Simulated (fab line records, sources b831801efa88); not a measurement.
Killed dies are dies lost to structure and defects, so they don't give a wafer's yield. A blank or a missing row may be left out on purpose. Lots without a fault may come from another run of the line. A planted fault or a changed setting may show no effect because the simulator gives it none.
Tool commonality check | flow gf180mcu | 13 lots, 39 wafers sampled

WHY IT WAS OPENED
At GF_HV_LDD_TW_MEAS_50 the reading HV_LDD_4_TW is flagged on 2 of 13 lots. Wafers without a fault read 572, standard deviation 7.4.
Rule: a lot is flagged when every wafer of it that has a number lies more than 4 standard deviations from that mean, or none has a number. The other lots count as sound.

lot  | measured     | on            | HV_LDD_4_TW, wafer by wafer | flag
L975 | day 12 13:43 | film_metro-03 | 577 578 578                 |
L976 | day 12 21:56 | film_metro-01 | 564 558 561                 |
L977 | day 13 07:11 | film_metro-03 | 582 582 581                 |
L978 | day 13 14:58 | film_metro-03 | 579 577 579                 |
L981 | day 14 19:34 | film_metro-04 | 563 564 567                 |
L982 | day 15 08:18 | film_metro-01 | 507 507 504                 | FLAGGED
L985 | day 16 14:23 | film_metro-04 | 507 512 508                 | FLAGGED
L992 | day 18 13:50 | film_metro-03 | 574 578 579                 |
L993 | day 18 16:11 | film_metro-01 | 563 567 563                 |
L994 | day 19 09:25 | film_metro-03 | 577 577 576                 |
L995 | day 19 11:01 | film_metro-03 | 577 576 578                 |
L996 | day 19 17:18 | film_metro-01 | 567 563 565                 |
L997 | day 20 03:24 | film_metro-03 | 577 582 578                 |
The numbers of the flagged lots are 508 on average: -64 against the usual, or -9 standard deviations.

WHICH TOOL RAN EACH LOT
The record holds 3 process steps before the reading, out of a route of 602 steps. In each cell: the tool, then ch and the chambers that the sampled wafers went through, then the start.
lot  | flag    | GF_HV_LDD_STRIP_10                   | GF_HV_LDD_STRIP_22                   | GF_HV_LDD_IMPLANT_48
L975 |         | plasma_asher-02 ch 0,1, day 10 04:58 | plasma_asher-02 ch 0,1, day 10 23:55 | implanter-03 ch 0, day 12 13:29
L976 |         | plasma_asher-02 ch 0,1, day 10 13:26 | plasma_asher-02 ch 0,1, day 11 06:59 | implanter-04 ch 0, day 12 21:42
L977 |         | plasma_asher-01 ch 0,1, day 10 21:20 | plasma_asher-04 ch 0,1, day 11 16:01 | implanter-02 ch 0, day 13 06:58
L978 |         | plasma_asher-04 ch 0,1, day 11 04:44 | plasma_asher-04 ch 0,1, day 11 23:55 | implanter-04 ch 0, day 13 14:43
L981 |         | plasma_asher-01 ch 0,1, day 12 06:53 | plasma_asher-02 ch 0,1, day 13 02:32 | implanter-04 ch 0, day 14 19:19
L982 | FLAGGED | plasma_asher-04 ch 0,1, day 12 18:25 | plasma_asher-04 ch 0,1, day 13 13:53 | implanter-02 ch 0, day 15 08:04
L985 | FLAGGED | plasma_asher-02 ch 0,1, day 13 22:50 | plasma_asher-01 ch 0,1, day 14 19:47 | implanter-02 ch 0, day 16 14:08
L992 |         | plasma_asher-01 ch 0,1, day 15 16:25 | plasma_asher-02 ch 1, day 16 13:59   | implanter-04 ch 0, day 18 13:35
L993 |         | plasma_asher-01 ch 0,1, day 15 19:49 | plasma_asher-01 ch 0,1, day 16 17:44 | implanter-04 ch 0, day 18 15:56
L994 |         | plasma_asher-01 ch 0, day 16 10:56   | plasma_asher-01 ch 0,1, day 17 09:35 | implanter-03 ch 0, day 19 09:10
L995 |         | plasma_asher-04 ch 0,1, day 16 11:50 | plasma_asher-02 ch 0,1, day 17 10:08 | implanter-02 ch 0, day 19 10:46
L996 |         | plasma_asher-02 ch 0,1, day 16 18:44 | plasma_asher-04 ch 0, day 17 17:44   | implanter-02 ch 0, day 19 17:04
L997 |         | plasma_asher-02 ch 1, day 17 02:56   | plasma_asher-02 ch 0,1, day 18 02:44 | implanter-03 ch 0, day 20 03:10
What these steps do:
- GF_HV_LDD_STRIP_10: strips in O2/N2.
- GF_HV_LDD_STRIP_22: strips in O2/N2.
- GF_HV_LDD_IMPLANT_48
- GF_HV_LDD_TW_MEAS_50

FLAGGED OVER TOTAL, TOOL BY TOOL (the gauges that took the reading come last)
step                 | tool            | lots run | flagged | share of the flagged lots | sound lots run after its first flagged lot
GF_HV_LDD_STRIP_10   | plasma_asher-01 | 5        | 0       | none                      | -
GF_HV_LDD_STRIP_10   | plasma_asher-02 | 5        | 1       | some                      | 2 (L996,L997)
GF_HV_LDD_STRIP_10   | plasma_asher-04 | 3        | 1       | some                      | 1 (L995)
GF_HV_LDD_STRIP_22   | plasma_asher-01 | 3        | 1       | some                      | 2 (L993,L994)
GF_HV_LDD_STRIP_22   | plasma_asher-02 | 6        | 0       | none                      | -
GF_HV_LDD_STRIP_22   | plasma_asher-04 | 4        | 1       | some                      | 1 (L996)
GF_HV_LDD_IMPLANT_48 | implanter-02    | 5        | 2       | all                       | 2 (L995,L996)
GF_HV_LDD_IMPLANT_48 | implanter-03    | 3        | 0       | none                      | -
GF_HV_LDD_IMPLANT_48 | implanter-04    | 5        | 0       | none                      | -
GF_HV_LDD_TW_MEAS_50 | film_metro-01   | 4        | 1       | some                      | 2 (L993,L996)
GF_HV_LDD_TW_MEAS_50 | film_metro-03   | 7        | 0       | none                      | -
GF_HV_LDD_TW_MEAS_50 | film_metro-04   | 2        | 1       | some                      | 0

WHAT THE TABLE ALLOWS
1 row of the table ran every flagged lot: implanter-02 at GF_HV_LDD_IMPLANT_48.
- implanter-02 at GF_HV_LDD_IMPLANT_48: 2 of its 5 lots flagged. Sound lots ran on it after the first flagged one (L995, L996), which a lasting fault on the whole tool wouldn't allow. Its own readings lie more than 4 standard deviations out on every wafer of the flagged lots: tilt_deg.
No row of the table ran every flagged lot and no sound lot after the first.

WHAT THE SIMULATOR HAD PUT IN
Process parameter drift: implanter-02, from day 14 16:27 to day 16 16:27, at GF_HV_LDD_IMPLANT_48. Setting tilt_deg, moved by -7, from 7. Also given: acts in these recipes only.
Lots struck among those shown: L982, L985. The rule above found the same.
